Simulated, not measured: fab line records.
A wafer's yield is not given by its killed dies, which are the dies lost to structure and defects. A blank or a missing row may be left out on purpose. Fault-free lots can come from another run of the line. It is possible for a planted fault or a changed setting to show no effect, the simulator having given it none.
Which of the tools did it? / flow sky130 / Sampling: 24 lots, 72 wafers, 5 of 708 route steps

## WHAT EACH GAUGE READ, for each wafer
SKY_METAL5_THK_MEAS_06: measures by xrf.
lot=L074; measured=day 43 01:28; on=filmMetro-02; METAL5_ALCU_THK (nm)=1132 1126 1136
lot=L075; measured=day 43 04:02; on=filmMetro-04; METAL5_ALCU_THK (nm)=1133 1117 1126
lot=L076; measured=day 43 06:40; on=filmMetro-04; METAL5_ALCU_THK (nm)=1137 1140 1139
lot=L077; measured=day 43 20:02; on=filmMetro-04; METAL5_ALCU_THK (nm)=1131 1124 1139
lot=L078; measured=day 44 01:26; on=filmMetro-02; METAL5_ALCU_THK (nm)=1105 1103 1118
lot=L079; measured=day 44 12:38; on=filmMetro-02; METAL5_ALCU_THK (nm)=1121 1112 1119
lot=L080; measured=day 44 12:46; on=filmMetro-04; METAL5_ALCU_THK (nm)=1120 1113 1119
lot=L081; measured=day 44 16:34; on=filmMetro-02; METAL5_ALCU_THK (nm)=1106 1111 1100
lot=L082; measured=day 45 01:37; on=filmMetro-04; METAL5_ALCU_THK (nm)=1139 1130 1133
lot=L083; measured=day 45 09:35; on=filmMetro-02; METAL5_ALCU_THK (nm)=1118 1129 1124
lot=L085; measured=day 45 13:49; on=filmMetro-04; METAL5_ALCU_THK (nm)=1122 1133 1131
lot=L084; measured=day 45 19:22; on=filmMetro-04; METAL5_ALCU_THK (nm)=1135 1130 1131
lot=L086; measured=day 45 21:46; on=filmMetro-02; METAL5_ALCU_THK (nm)=1128 1129 1119
lot=L087; measured=day 46 06:46; on=filmMetro-04; METAL5_ALCU_THK (nm)=1122 1130 1135
lot=L088; measured=day 46 08:16; on=filmMetro-04; METAL5_ALCU_THK (nm)=1144 1144 1154
lot=L089; measured=day 46 14:50; on=filmMetro-01; METAL5_ALCU_THK (nm)=1113 1133 1131
lot=L090; measured=day 47 04:44; on=filmMetro-04; METAL5_ALCU_THK (nm)=1148 1142 1134
lot=L091; measured=day 47 15:08; on=filmMetro-01; METAL5_ALCU_THK (nm)=1140 1131 1137
lot=L093; measured=day 47 17:53; on=filmMetro-02; METAL5_ALCU_THK (nm)=1121 1104 1131
lot=L092; measured=day 47 18:44; on=filmMetro-01; METAL5_ALCU_THK (nm)=1149 1132 1132
lot=L094; measured=day 47 22:05; on=filmMetro-04; METAL5_ALCU_THK (nm)=1114 1110 1125
lot=L095; measured=day 48 05:19; on=filmMetro-02; METAL5_ALCU_THK (nm)=1130 1127 1129
lot=L096; measured=day 48 12:38; on=filmMetro-02; METAL5_ALCU_THK (nm)=1124 1130 1120
lot=L097; measured=day 48 15:10; on=filmMetro-02; METAL5_ALCU_THK (nm)=1141 1140 1158

## WHAT TOOL EACH LOT RAN ON (gives the tool, then ch and the chambers of the sampled wafers, and finally the start)
lot=L074; SKY_METAL1_ETCH_18=rieMetal-02 ch 0,1, day 32 23:43; SKY_VIA3_ETCH_15=rieDiel-02 ch 0,1,3, day 39 20:53; SKY_METAL4_SPUTTER_00=pvdSputter-01, day 39 22:16; SKY_VIA4_CMP_02=cmp-01 ch 0,1,2, day 42 00:12
lot=L075; SKY_METAL1_ETCH_18=rieMetal-02 ch 0,1, day 33 06:13; SKY_VIA3_ETCH_15=rieDiel-01 ch 1,2,3, day 40 00:01; SKY_METAL4_SPUTTER_00=pvdSputter-03, day 40 01:20; SKY_VIA4_CMP_02=cmp-02 ch 1,3, day 42 03:07
lot=L076; SKY_METAL1_ETCH_18=rieMetal-01 ch 0,1, day 33 06:38; SKY_VIA3_ETCH_15=rieDiel-04 ch 0,1,3, day 40 04:00; SKY_METAL4_SPUTTER_00=pvdSputter-03, day 40 05:20; SKY_VIA4_CMP_02=cmp-02 ch 0,2,3, day 42 05:53
lot=L077; SKY_METAL1_ETCH_18=rieMetal-03 ch 1, day 34 00:53; SKY_VIA3_ETCH_15=rieDiel-02 ch 0,1, day 40 17:16; SKY_METAL4_SPUTTER_00=pvdSputter-03, day 40 18:47; SKY_VIA4_CMP_02=cmp-01 ch 1,2,3, day 42 19:49
lot=L078; SKY_METAL1_ETCH_18=rieMetal-03 ch 0,1, day 34 06:41; SKY_VIA3_ETCH_15=rieDiel-02 ch 1,2,3, day 40 23:05; SKY_METAL4_SPUTTER_00=pvdSputter-02, day 41 00:22; SKY_VIA4_CMP_02=cmp-01 ch 0,1, day 43 00:58
lot=L079; SKY_METAL1_ETCH_18=rieMetal-02 ch 0,1, day 34 17:05; SKY_VIA3_ETCH_15=rieDiel-01 ch 0,1,3, day 41 09:54; SKY_METAL4_SPUTTER_00=pvdSputter-03, day 41 11:13; SKY_VIA4_CMP_02=cmp-01 ch 0,1,2, day 43 12:08
lot=L080; SKY_METAL1_ETCH_18=rieMetal-01 ch 0,1, day 34 20:40; SKY_VIA3_ETCH_15=rieDiel-01 ch 1,3, day 41 11:03; SKY_METAL4_SPUTTER_00=pvdSputter-01, day 41 12:22; SKY_VIA4_CMP_02=cmp-02 ch 0,1,3, day 43 12:26
lot=L081; SKY_METAL1_ETCH_18=rieMetal-02 ch 0,1, day 34 23:47; SKY_VIA3_ETCH_15=rieDiel-04 ch 0,1, day 41 15:45; SKY_METAL4_SPUTTER_00=pvdSputter-03, day 41 17:04; SKY_VIA4_CMP_02=cmp-01 ch 0,1,2, day 43 16:58
lot=L082; SKY_METAL1_ETCH_18=rieMetal-01 ch 0,1, day 35 09:47; SKY_VIA3_ETCH_15=rieDiel-01 ch 0,1,2, day 42 01:10; SKY_METAL4_SPUTTER_00=pvdSputter-02, day 42 02:29; SKY_VIA4_CMP_02=cmp-01 ch 0,2,3, day 44 01:52
lot=L083; SKY_METAL1_ETCH_18=rieMetal-01 ch 0,1, day 35 17:25; SKY_VIA3_ETCH_15=rieDiel-01 ch 0,1, day 42 08:33; SKY_METAL4_SPUTTER_00=pvdSputter-02, day 42 09:52; SKY_VIA4_CMP_02=cmp-02 ch 2,3, day 44 10:32
lot=L085; SKY_METAL1_ETCH_18=rieMetal-02 ch 1, day 36 01:37; SKY_VIA3_ETCH_15=rieDiel-01 ch 1,2, day 42 12:54; SKY_METAL4_SPUTTER_00=pvdSputter-03, day 42 14:15; SKY_VIA4_CMP_02=cmp-01 ch 0,2,3, day 44 13:47
lot=L084; SKY_METAL1_ETCH_18=rieMetal-03 ch 0,1, day 36 02:34; SKY_VIA3_ETCH_15=rieDiel-04 ch 0,3, day 42 16:57; SKY_METAL4_SPUTTER_00=pvdSputter-03, day 42 18:18; SKY_VIA4_CMP_02=cmp-02 ch 2,3, day 44 21:01
lot=L086; SKY_METAL1_ETCH_18=rieMetal-02 ch 0,1, day 36 09:53; SKY_VIA3_ETCH_15=rieDiel-01 ch 1,3, day 42 22:21; SKY_METAL4_SPUTTER_00=pvdSputter-02, day 42 23:42; SKY_VIA4_CMP_02=cmp-02 ch 0,2, day 44 22:57
lot=L087; SKY_METAL1_ETCH_18=rieMetal-01 ch 0,1, day 36 18:16; SKY_VIA3_ETCH_15=rieDiel-04 ch 0,1,3, day 43 07:33; SKY_METAL4_SPUTTER_00=pvdSputter-01, day 43 08:52; SKY_VIA4_CMP_02=cmp-02 ch 0,1,3, day 45 06:20
lot=L088; SKY_METAL1_ETCH_18=rieMetal-02 ch 0,1, day 36 22:31; SKY_VIA3_ETCH_15=rieDiel-02 ch 0,1,2, day 43 07:54; SKY_METAL4_SPUTTER_00=pvdSputter-03, day 43 09:17; SKY_VIA4_CMP_02=cmp-02 ch 2,3, day 45 06:58
lot=L089; SKY_METAL1_ETCH_18=rieMetal-03 ch 0,1, day 37 10:38; SKY_VIA3_ETCH_15=rieDiel-02 ch 1,3, day 43 18:34; SKY_METAL4_SPUTTER_00=pvdSputter-01, day 43 20:21; SKY_VIA4_CMP_02=cmp-01 ch 1,2, day 45 17:14
lot=L090; SKY_METAL1_ETCH_18=rieMetal-03 ch 0,1, day 37 21:50; SKY_VIA3_ETCH_15=rieDiel-01 ch 0,1,3, day 44 07:07; SKY_METAL4_SPUTTER_00=pvdSputter-02, day 44 08:29; SKY_VIA4_CMP_02=cmp-02 ch 0,1,2, day 46 06:34
lot=L091; SKY_METAL1_ETCH_18=rieMetal-03 ch 0,1, day 38 15:56; SKY_VIA3_ETCH_15=rieDiel-04 ch 0,2,3, day 44 20:54; SKY_METAL4_SPUTTER_00=pvdSputter-02, day 44 22:13; SKY_VIA4_CMP_02=cmp-02 ch 0,1,2, day 46 17:19
lot=L093; SKY_METAL1_ETCH_18=rieMetal-01 ch 1, day 38 16:50; SKY_VIA3_ETCH_15=rieDiel-01 ch 0,3, day 44 22:10; SKY_METAL4_SPUTTER_00=pvdSputter-01, day 44 23:30; SKY_VIA4_CMP_02=cmp-02 ch 0,2,3, day 46 20:08
lot=L092; SKY_METAL1_ETCH_18=rieMetal-03 ch 0,1, day 38 17:43; SKY_VIA3_ETCH_15=rieDiel-04 ch 0,1,2, day 44 22:45; SKY_METAL4_SPUTTER_00=pvdSputter-01, day 45 00:04; SKY_VIA4_CMP_02=cmp-01 ch 1,2,3, day 46 21:07
lot=L094; SKY_METAL1_ETCH_18=rieMetal-01 ch 0,1, day 38 20:52; SKY_VIA3_ETCH_15=rieDiel-01 ch 0,2,3, day 45 02:37; SKY_METAL4_SPUTTER_00=pvdSputter-02, day 45 03:57; SKY_VIA4_CMP_02=cmp-02 ch 0,1,3, day 47 00:55
lot=L095; SKY_METAL1_ETCH_18=rieMetal-03 ch 0,1, day 39 08:20; SKY_VIA3_ETCH_15=rieDiel-01 ch 0,1,3, day 45 11:09; SKY_METAL4_SPUTTER_00=pvdSputter-03, day 45 12:28; SKY_VIA4_CMP_02=cmp-01 ch 0,3, day 47 08:08
lot=L096; SKY_METAL1_ETCH_18=rieMetal-01 ch 0,1, day 39 14:19; SKY_VIA3_ETCH_15=rieDiel-01 ch 0,1,3, day 45 19:33; SKY_METAL4_SPUTTER_00=pvdSputter-01, day 45 20:55; SKY_VIA4_CMP_02=cmp-01 ch 1,2,3, day 47 15:13
lot=L097; SKY_METAL1_ETCH_18=rieMetal-03 ch 0,1, day 39 21:11; SKY_VIA3_ETCH_15=rieDiel-04 ch 0,1,3, day 45 23:03; SKY_METAL4_SPUTTER_00=pvdSputter-01, day 46 00:22; SKY_VIA4_CMP_02=cmp-01 ch 1,2,3, day 47 18:57
- SKY_METAL1_ETCH_18: etches BARC in N2/H2, stops on SiO2, time 45.9 s, target depth 60 nm.
- SKY_VIA3_ETCH_15: etches SiO2 in C4F8/O2/Ar, stops on TiN, target depth 507 nm, time 78 s.
- SKY_METAL4_SPUTTER_00: material Ti, target thk 15 nm, time 10 s.
- SKY_VIA4_CMP_02: polishes SiO2.

## WHAT THE TOOLS THEMSELVES READ (means of the sampled wafers that have a number; where no wafer has one, the mark that the record gives instead)
SKY_METAL1_ETCH_18.
lot=L074; tool=rieMetal-02; drypumpMotorCurrentA (A)=5.35; oesProductAu (a.u.)=0.854; throttleValvePct (%)=13.217
lot=L075; tool=rieMetal-02; drypumpMotorCurrentA (A)=5.35; oesProductAu (a.u.)=0.853; throttleValvePct (%)=13.230
lot=L076; tool=rieMetal-01; drypumpMotorCurrentA (A)=5.48; oesProductAu (a.u.)=0.852; throttleValvePct (%)=13.231
lot=L077; tool=rieMetal-03; drypumpMotorCurrentA (A)=5.77; oesProductAu (a.u.)=0.855; throttleValvePct (%)=13.232
lot=L078; tool=rieMetal-03; drypumpMotorCurrentA (A)=5.70; oesProductAu (a.u.)=0.852; throttleValvePct (%)=13.235
lot=L079; tool=rieMetal-02; drypumpMotorCurrentA (A)=5.22; oesProductAu (a.u.)=0.858; throttleValvePct (%)=13.226
lot=L080; tool=rieMetal-01; drypumpMotorCurrentA (A)=5.49; oesProductAu (a.u.)=0.851; throttleValvePct (%)=13.218
lot=L081; tool=rieMetal-02; drypumpMotorCurrentA (A)=5.33; oesProductAu (a.u.)=0.858; throttleValvePct (%)=13.221
lot=L082; tool=rieMetal-01; drypumpMotorCurrentA (A)=5.47; oesProductAu (a.u.)=0.855; throttleValvePct (%)=13.234
lot=L083; tool=rieMetal-01; drypumpMotorCurrentA (A)=5.47; oesProductAu (a.u.)=0.855; throttleValvePct (%)=13.233
lot=L085; tool=rieMetal-02; drypumpMotorCurrentA (A)=5.44; oesProductAu (a.u.)=0.855; throttleValvePct (%)=13.225
lot=L084; tool=rieMetal-03; drypumpMotorCurrentA (A)=5.69; oesProductAu (a.u.)=0.858; throttleValvePct (%)=13.227
lot=L086; tool=rieMetal-02; drypumpMotorCurrentA (A)=5.22; oesProductAu (a.u.)=0.852; throttleValvePct (%)=13.229
lot=L087; tool=rieMetal-01; drypumpMotorCurrentA (A)=5.47; oesProductAu (a.u.)=0.855; throttleValvePct (%)=13.216
lot=L088; tool=rieMetal-02; drypumpMotorCurrentA (A)=5.25; oesProductAu (a.u.)=0.851; throttleValvePct (%)=13.220
lot=L089; tool=rieMetal-03; drypumpMotorCurrentA (A)=5.67; oesProductAu (a.u.)=0.855; throttleValvePct (%)=13.224
lot=L090; tool=rieMetal-03; drypumpMotorCurrentA (A)=5.67; oesProductAu (a.u.)=0.852; throttleValvePct (%)=13.228
lot=L091; tool=rieMetal-03; drypumpMotorCurrentA (A)=5.70; oesProductAu (a.u.)=0.855; throttleValvePct (%)=13.228
lot=L093; tool=rieMetal-01; drypumpMotorCurrentA (A)=5.34; oesProductAu (a.u.)=0.857; throttleValvePct (%)=13.231
lot=L092; tool=rieMetal-03; drypumpMotorCurrentA (A)=5.67; oesProductAu (a.u.)=0.852; throttleValvePct (%)=13.228
lot=L094; tool=rieMetal-01; drypumpMotorCurrentA (A)=5.48; oesProductAu (a.u.)=0.858; throttleValvePct (%)=13.226
lot=L095; tool=rieMetal-03; drypumpMotorCurrentA (A)=5.70; oesProductAu (a.u.)=0.859; throttleValvePct (%)=13.228
lot=L096; tool=rieMetal-01; drypumpMotorCurrentA (A)=5.49; oesProductAu (a.u.)=0.851; throttleValvePct (%)=13.224
lot=L097; tool=rieMetal-03; drypumpMotorCurrentA (A)=5.68; oesProductAu (a.u.)=0.857; throttleValvePct (%)=13.210

SKY_VIA3_ETCH_15.
lot=L074; tool=rieDiel-02; oesProductAu (a.u.)=0.953
lot=L075; tool=rieDiel-01; oesProductAu (a.u.)=0.948
lot=L076; tool=rieDiel-04; oesProductAu (a.u.)=0.949
lot=L077; tool=rieDiel-02; oesProductAu (a.u.)=0.945
lot=L078; tool=rieDiel-02; oesProductAu (a.u.)=0.944
lot=L079; tool=rieDiel-01; oesProductAu (a.u.)=0.942
lot=L080; tool=rieDiel-01; oesProductAu (a.u.)=0.944
lot=L081; tool=rieDiel-04; oesProductAu (a.u.)=0.942
lot=L082; tool=rieDiel-01; oesProductAu (a.u.)=0.947
lot=L083; tool=rieDiel-01; oesProductAu (a.u.)=0.944
lot=L085; tool=rieDiel-01; oesProductAu (a.u.)=0.943
lot=L084; tool=rieDiel-04; oesProductAu (a.u.)=0.946
lot=L086; tool=rieDiel-01; oesProductAu (a.u.)=0.945
lot=L087; tool=rieDiel-04; oesProductAu (a.u.)=0.948
lot=L088; tool=rieDiel-02; oesProductAu (a.u.)=0.945
lot=L089; tool=rieDiel-02; oesProductAu (a.u.)=0.944
lot=L090; tool=rieDiel-01; oesProductAu (a.u.)=0.949
lot=L091; tool=rieDiel-04; oesProductAu (a.u.)=0.946
lot=L093; tool=rieDiel-01; oesProductAu (a.u.)=0.942
lot=L092; tool=rieDiel-04; oesProductAu (a.u.)=0.941
lot=L094; tool=rieDiel-01; oesProductAu (a.u.)=0.948
lot=L095; tool=rieDiel-01; oesProductAu (a.u.)=0.946
lot=L096; tool=rieDiel-01; oesProductAu (a.u.)=0.946
lot=L097; tool=rieDiel-04; oesProductAu (a.u.)=0.947

SKY_METAL4_SPUTTER_00.
lot=L074; tool=pvdSputter-01; throttleValvePct (%)=29.2
lot=L075; tool=pvdSputter-03; throttleValvePct (%)=30.4
lot=L076; tool=pvdSputter-03; throttleValvePct (%)=30.4
lot=L077; tool=pvdSputter-03; throttleValvePct (%)=30.5
lot=L078; tool=pvdSputter-02; throttleValvePct (%)=29.4
lot=L079; tool=pvdSputter-03; throttleValvePct (%)=31.2
lot=L080; tool=pvdSputter-01; throttleValvePct (%)=29.2
lot=L081; tool=pvdSputter-03; throttleValvePct (%)=30.0
lot=L082; tool=pvdSputter-02; throttleValvePct (%)=30.4
lot=L083; tool=pvdSputter-02; throttleValvePct (%)=29.9
lot=L085; tool=pvdSputter-03; throttleValvePct (%)=30.7
lot=L084; tool=pvdSputter-03; throttleValvePct (%)=29.9
lot=L086; tool=pvdSputter-02; throttleValvePct (%)=30.3
lot=L087; tool=pvdSputter-01; throttleValvePct (%)=29.3
lot=L088; tool=pvdSputter-03; throttleValvePct (%)=30.6
lot=L089; tool=pvdSputter-01; throttleValvePct (%)=29.5
lot=L090; tool=pvdSputter-02; throttleValvePct (%)=30.2
lot=L091; tool=pvdSputter-02; throttleValvePct (%)=30.3
lot=L093; tool=pvdSputter-01; throttleValvePct (%)=29.7
lot=L092; tool=pvdSputter-01; throttleValvePct (%)=29.3
lot=L094; tool=pvdSputter-02; throttleValvePct (%)=30.5
lot=L095; tool=pvdSputter-03; throttleValvePct (%)=30.4
lot=L096; tool=pvdSputter-01; throttleValvePct (%)=29.7
lot=L097; tool=pvdSputter-01; throttleValvePct (%)=29.8

SKY_VIA4_CMP_02.
lot=L074; tool=cmp-01; headPressurePsi (psi)=3.992; motorCurrentA (A)=11.3; platenRpm (rpm)=60.02
lot=L075; tool=cmp-02; headPressurePsi (psi)=3.996; motorCurrentA (A)=12.4; platenRpm (rpm)=60.01
lot=L076; tool=cmp-02; headPressurePsi (psi)=4.002; motorCurrentA (A)=12.2; platenRpm (rpm)=59.99
lot=L077; tool=cmp-01; headPressurePsi (psi)=4.006; motorCurrentA (A)=12.2; platenRpm (rpm)=60.01
lot=L078; tool=cmp-01; headPressurePsi (psi)=4.002; motorCurrentA (A)=11.4; platenRpm (rpm)=60.02
lot=L079; tool=cmp-01; headPressurePsi (psi)=3.999; motorCurrentA (A)=11.2; platenRpm (rpm)=59.94
lot=L080; tool=cmp-02; headPressurePsi (psi)=4.008; motorCurrentA (A)=12.7; platenRpm (rpm)=59.97
lot=L081; tool=cmp-01; headPressurePsi (psi)=4.004; motorCurrentA (A)=11.4; platenRpm (rpm)=60.03
lot=L082; tool=cmp-01; headPressurePsi (psi)=4.005; motorCurrentA (A)=12.5; platenRpm (rpm)=59.98
lot=L083; tool=cmp-02; headPressurePsi (psi)=4.000; motorCurrentA (A)=11.2; platenRpm (rpm)=60.03
lot=L085; tool=cmp-01; headPressurePsi (psi)=4.004; motorCurrentA (A)=13.0; platenRpm (rpm)=60.05
lot=L084; tool=cmp-02; headPressurePsi (psi)=3.996; motorCurrentA (A)=10.8; platenRpm (rpm)=60.00
lot=L086; tool=cmp-02; headPressurePsi (psi)=4.007; motorCurrentA (A)=12.5; platenRpm (rpm)=59.98
lot=L087; tool=cmp-02; headPressurePsi (psi)=3.995; motorCurrentA (A)=12.7; platenRpm (rpm)=60.04
lot=L088; tool=cmp-02; headPressurePsi (psi)=3.988; motorCurrentA (A)=11.2; platenRpm (rpm)=59.99
lot=L089; tool=cmp-01; headPressurePsi (psi)=4.002; motorCurrentA (A)=10.8; platenRpm (rpm)=59.95
lot=L090; tool=cmp-02; headPressurePsi (psi)=4.002; motorCurrentA (A)=12.1; platenRpm (rpm)=59.99
lot=L091; tool=cmp-02; headPressurePsi (psi)=3.999; motorCurrentA (A)=12.2; platenRpm (rpm)=60.03
lot=L093; tool=cmp-02; headPressurePsi (psi)=4.005; motorCurrentA (A)=11.9; platenRpm (rpm)=60.01
lot=L092; tool=cmp-01; headPressurePsi (psi)=3.999; motorCurrentA (A)=12.2; platenRpm (rpm)=60.03
lot=L094; tool=cmp-02; headPressurePsi (psi)=4.000; motorCurrentA (A)=13.1; platenRpm (rpm)=59.96
lot=L095; tool=cmp-01; headPressurePsi (psi)=3.990; motorCurrentA (A)=13.3; platenRpm (rpm)=60.03
lot=L096; tool=cmp-01; headPressurePsi (psi)=4.004; motorCurrentA (A)=12.0; platenRpm (rpm)=60.04
lot=L097; tool=cmp-01; headPressurePsi (psi)=4.011; motorCurrentA (A)=12.3; platenRpm (rpm)=59.99

## THE ANSWER, worked out from the rows above alone
Rule: what is usual is taken from the lots themselves. The widest of any qualifying gaps counts: lots, ordered by their means at a reading, are off when they make up no more than a third of the lots, leave a main group of 4 or more, and stand apart from it by 3 or more times the standard deviation of that group's means. A main group whose means are all the same, to the digits that the tables above print for the reading, isn't used. A lot without any number at a reading at which 4 lots or more have one is off too. Any other lot the step has rows for is counted as sound. The gauges are gone through in route order, then the tools' own readings, and for those a lot's mean is taken as printed above. At the first step where some lot is off, the reading lying furthest off is the one used; lots without a number count as furthest.
Across all readings shown, no lot is off: no conclusion can be drawn from this.

## WHAT HAD BEEN PUT IN BY THE SIMULATOR
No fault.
